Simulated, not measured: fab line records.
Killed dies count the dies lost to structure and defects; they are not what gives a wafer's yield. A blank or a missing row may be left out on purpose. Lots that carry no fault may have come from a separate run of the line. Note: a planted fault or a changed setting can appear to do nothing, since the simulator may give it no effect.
A struck lot beside a sound one | flow sky130 | 15 out of 708 route steps
Sound: the wafers L400.2, L400.3, L400.5. Wafers L413.2, L413.3, L413.6 were the ones struck. At the end, the cause is stated.
At each step with rows: each side's tool, then ch and its chambers, then its first start. Under that, the readings that differ: sound wafers | struck wafers | difference of the means | sigmas: that difference in standard deviations of wafers without a fault.
alike: a reading whose means differ by less than 2 such deviations, as well as words and numbers matching on both sides. not compared: withheld readings; readings where some wafer has no value; bounds like >300 that might hide an equal value; numbers whose values overlap and for which the record gives no deviation.
Wherever a step has rows on one side only, a row that says differs or no value, or a row with sigmas, the two part there. When numbers do not overlap yet have no deviation, they are printed without sigmas and do not part them. A reading that every wafer of one side lacks parts them only if that side has two wafers or more.

first, 1 step without rows for these wafers: SKY_VT_ADJUST_NCORE_IMPLANT_09.
SKY_VT_ADJUST_NCORE_STRIP_10: strips in O2/N2.
  sound on plasmaAsher-04 ch 0,1, day 10 04:37; struck on plasmaAsher-04 ch 0,1, day 13 22:16
  alike: drypumpMotorCurrentA, n2FlowSccm, oesProductAu, stripTimeToEndpointS
  not compared: rfHoursCounterH
SKY_VT_ADJUST_NCORE_TW_MEAS_11:
  sound on filmMetro-04, day 10 04:43; struck on filmMetro-03, day 13 22:23
reading            | sound             | struck            | difference | sigmas
VT_ADJUST_NCORE_TW | 220.0 221.1 220.0 | 217.5 218.1 217.2 | -2.8       | -2
then, 7 steps without rows for these wafers: SKY_VT_ADJUST_HVTR_DEHYDRATE_00 (time 60 s); SKY_VT_ADJUST_HVTR_HMDS_01 (prime time 60 s); SKY_VT_ADJUST_HVTR_COAT_02 (resist thk 1140 nm); SKY_VT_ADJUST_HVTR_SOFTBAKE_03 (time 60 s); SKY_VT_ADJUST_HVTR_EXPOSE_04 (exposes mask HVTRM, target cd 380 nm); SKY_VT_ADJUST_HVTR_PEB_05; SKY_VT_ADJUST_HVTR_DEVELOP_06 (develop time 60 s).
SKY_VT_ADJUST_HVTR_CD_MEAS_07: target cd 380 nm.
  sound on cdSem-02, day 11 02:02; struck on cdSem-01, day 15 01:08
  alike: cdNm
SKY_VT_ADJUST_HVTR_OVL_MEAS_08:
  sound on overlay-02, day 11 02:08; struck on overlay-02, day 15 01:14
  alike: VT_ADJUST_HVTR_OVL
SKY_VT_ADJUST_HVTR_IMPLANT_09:
  struck on implanter-03, day 15 01:17; sound on implanter-03 ch 0, day 11 02:11
  no value came back on the struck wafers for beamEnergyKeV, beamOnS (s), endStationPressureTorr (Torr); on the sound wafers beamEnergyKeV reads 10.006 10.004 10.002
SKY_VT_ADJUST_HVTR_STRIP_10: strips in O2/N2.
  sound on plasmaAsher-01 ch 0,1, day 11 02:19; struck on plasmaAsher-02 ch 0,1, day 15 01:25
  alike: drypumpMotorCurrentA, n2FlowSccm, oesProductAu, stripTimeToEndpointS
  not compared: rfHoursCounterH
SKY_VT_ADJUST_HVTR_TW_MEAS_11:
  sound on filmMetro-02, day 11 02:25; struck on filmMetro-01, day 15 01:31
reading           | sound             | struck         | difference | sigmas
VT_ADJUST_HVTR_TW | 213.2 212.9 213.8 | 29.7 29.6 29.5 | -183.7     | -99 or more

## WHERE THEY PART
First at SKY_VT_ADJUST_NCORE_TW_MEAS_11; last, within this record, at SKY_VT_ADJUST_HVTR_TW_MEAS_11.

WHY: what the simulator had put in
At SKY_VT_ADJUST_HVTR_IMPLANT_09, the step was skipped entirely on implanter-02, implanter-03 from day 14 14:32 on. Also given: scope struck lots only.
